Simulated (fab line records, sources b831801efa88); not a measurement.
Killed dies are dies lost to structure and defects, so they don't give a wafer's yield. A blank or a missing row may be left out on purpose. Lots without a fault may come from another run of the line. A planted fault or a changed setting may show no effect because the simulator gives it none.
One fault seen from 2 desks | flow gf180mcu | each desk has only its own numbers; what lay behind them comes last

THE METROLOGY DESK
What the gauges read, lot by lot, whatever tool the lot ran on: means of the sampled wafers that have a number. A lot is out of limits, marked OUT, if its mean lies more than 4 standard deviations from the usual mean; the brackets give that distance.
Columns: A = NSD_RS at GF_PSD_RS_MEAS_14, usual 46.14 ohm/sq; B = V1_CVD_00_THK at GF_V1_THK_MEAS_01, usual 598 nm
lot  | first seen here | A                | B
L363 | day 14 00:50    | 46.17            | 601
L364 | day 14 15:24    | 46.16            | 594
L365 | day 14 17:49    | 46.12            | 605
L366 | day 15 12:05    | 46.19            | 605
L368 | day 16 08:27    | 46.13            | 603
L367 | day 16 10:57    | 46.07            | 598
L370 | day 17 02:36    | 46.18            | 598
L372 | day 18 07:01    | 46.11            | 601
L373 | day 18 07:20    | 46.15            | 591
L374 | day 18 21:55    | 46.22            | 601
L380 | day 20 07:44    | 46.19            | 598
L381 | day 20 19:11    | 46.57 (+5.6) OUT | 596
L382 | day 20 23:48    | 46.71 (+7.4) OUT | 608
L383 | day 21 03:54    | 46.68 (+7.0) OUT | 588
This desk's finding: out of limits on L381, L382, L383; first on L381, day 20 19:11 (NSD_RS at GF_PSD_RS_MEAS_14). In limits: L363, L364, L365, L366, L368, L367, L370, L372, L373, L374, L380.

THE TOOL OWNER'S DESK: implanter-01
The tool's own readings at GF_NSD_IMPLANT_10: means of the sampled wafers that have a number, for each lot that ran on this tool. A lot is out of limits, marked OUT, if its mean lies more than 4 standard deviations from the usual mean; the brackets give that distance.
Columns: A = beam_on_s at GF_NSD_IMPLANT_10, usual 9.99 s; B = faraday_current_uA at GF_NSD_IMPLANT_10, usual 2790
lot  | first seen here | A               | B
L373 | day 17 07:17    | 10.10           | 2763
L380 | day 19 06:56    | 9.94            | 2799
L381 | day 19 17:52    | 8.88 (-5.3) OUT | 3164 (+6.4) OUT
L382 | day 19 23:17    | 8.96 (-4.9) OUT | 3146 (+6.1) OUT
L383 | day 20 02:55    | 8.93 (-5.0) OUT | 3148 (+6.2) OUT
This desk's finding: out of limits on L381, L382, L383; first on L381, day 19 17:52 (beam_on_s at GF_NSD_IMPLANT_10). In limits: L373, L380.

PUT TOGETHER
The tool owner's desk could have raised an alarm at day 19 17:52, on L381, L382, L383.
The metrology desk could have raised an alarm at day 20 19:11, on L381, L382, L383.
Of the lots named, all ran GF_NSD_IMPLANT_10 on implanter-01.

WHAT THE SIMULATOR HAD PUT IN
Process parameter drift: implanter-01, from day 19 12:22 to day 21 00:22, at GF_NSD_IMPLANT_10. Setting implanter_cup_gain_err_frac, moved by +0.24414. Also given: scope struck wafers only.
Lots struck among those shown: L381, L382, L383.
Hours from the fault's start to each desk's first reading out of limits: the tool owner's desk, 6; the metrology desk, 31.
